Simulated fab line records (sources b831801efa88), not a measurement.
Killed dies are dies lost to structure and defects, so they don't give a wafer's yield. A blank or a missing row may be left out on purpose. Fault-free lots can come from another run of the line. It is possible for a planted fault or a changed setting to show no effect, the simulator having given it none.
Split-lot experiment -- flow sky130 -- 5 lots, 23 wafers read, on a route of 708 steps

THE SPLIT
At SKY_LDD_HVN_IMPLANT_08, the setting dose_cm2 was moved away from the recipe's 3e+13 on 5 of the 23 wafers read, by -7.3% to -5.3%. The other wafers ran this setting at the recipe's value.

FROM SPLIT TO READING: 1 step shown by the file between the two
- SKY_LDD_HVN_STRIP_09: strips in O2/N2

THE READING
LDD_HVN_TW, at SKY_LDD_HVN_TW_MEAS_10. Fault-free wafers of this fab line usually give 1435, standard deviation 5.7.

wafer,"tool, chamber at the split",dose_cm2 as run,against the recipe,LDD_HVN_TW,against lot-mates on the recipe
L074.1,"implanter-02, 0",3e+13,recipe,1421,-
L074.2,"implanter-02, 0",3e+13,recipe,1428,-
L074.5,"implanter-02, 0",3e+13,recipe,1429,-
L077.2,"implanter-03, 0",3e+13,recipe,1429,-
L077.3,"implanter-03, 0",3e+13,recipe,1437,-
L077.4,"implanter-03, 0",3e+13,recipe,1441,-
L077.5,"implanter-03, 0",3e+13,recipe,1441,-
L077.6,"implanter-03, 0",3e+13,recipe,1441,-
L078.1,"implanter-03, 0",3e+13,recipe,1429,-
L078.3,"implanter-03, 0",2.84e+13,-5.3%,1406,-23
L078.4,"implanter-03, 0",2.84e+13,-5.3%,1408,-21
L078.5,"implanter-03, 0",3e+13,recipe,1425,-
L078.6,"implanter-03, 0",3e+13,recipe,1432,-
L080.1,"implanter-02, 0",2.781e+13,-7.3%,1406,-31
L080.2,"implanter-02, 0",2.781e+13,-7.3%,1406,-31
L080.3,"implanter-02, 0",3e+13,recipe,1434,-
L080.5,"implanter-02, 0",2.781e+13,-7.3%,1404,-33
L080.6,"implanter-02, 0",3e+13,recipe,1440,-
L084.1,"implanter-01, 0",3e+13,recipe,1436,-
L084.2,"implanter-01, 0",3e+13,recipe,1442,-
L084.3,"implanter-01, 0",3e+13,recipe,1443,-
L084.4,"implanter-01, 0",3e+13,recipe,1442,-
L084.6,"implanter-01, 0",3e+13,recipe,1450,-

FIT RESULTS
A straight line over all 23 wafers: LDD_HVN_TW changes by +4.44 for each +1% of dose_cm2; r = +0.87; the points scatter about the line by 7.1.
The same after taking each lot's own level away (the mean of its wafers on the recipe; 23 wafers): +4.27 for each +1%; r = +0.96; scatter 3.8.
According to that fit, moving dose_cm2 by its largest amount changes the reading by 31.
The lots' own levels span 1426.0 to 1442.6, that is 2.9 times the standard deviation above.
Consequently the slope shifts little with the lot-to-lot level, the two slopes agreeing.
Check: -31.2 against its lot-mates is what the line predicts for one of the wafers moved furthest among these (-7.3%) when that wafer is left out of the fit. Against them it came out at -31.

THESE WAFERS: OTHER SPLITS
Note: prior to the reading, these wafers also went through further splits. Each is held against what the fit with the lots' levels taken away leaves over:
other split on the same wafers,wafers away from the commonest value,r with LDD_HVN_TW (lot level and that fit taken away)
SKY_FIELD_ISO_OXIDATION_01 temp_c,18,+0.05
SKY_DNWELL_COAT_02 resist_thk_nm,7,-0.03
SKY_NWELL_IMPLANT_11 dose_cm2,5,-0.39
SKY_NWELL_IMPLANT_24 dose_cm2,11,-0.06
SKY_VT_ADJUST_HVTR_EXPOSE_04 dose_mj,5,+0.20
SKY_SONOS_TUNNEL_DEVELOP_06 develop_time_s,4,-0.06
SKY_GATE_OXIDE_COAT_05 spin_rpm,7,-0.08
SKY_GATE_OXIDE_IMPLANT_11 energy_kev,5,+0.05
SKY_RES_PROTECT_COAT_02 spin_rpm,11,+0.03

THE FILE'S OWN FIT
LDD_HVN_TW changes by +4.19 for each +1% of dose_cm2, r = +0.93.
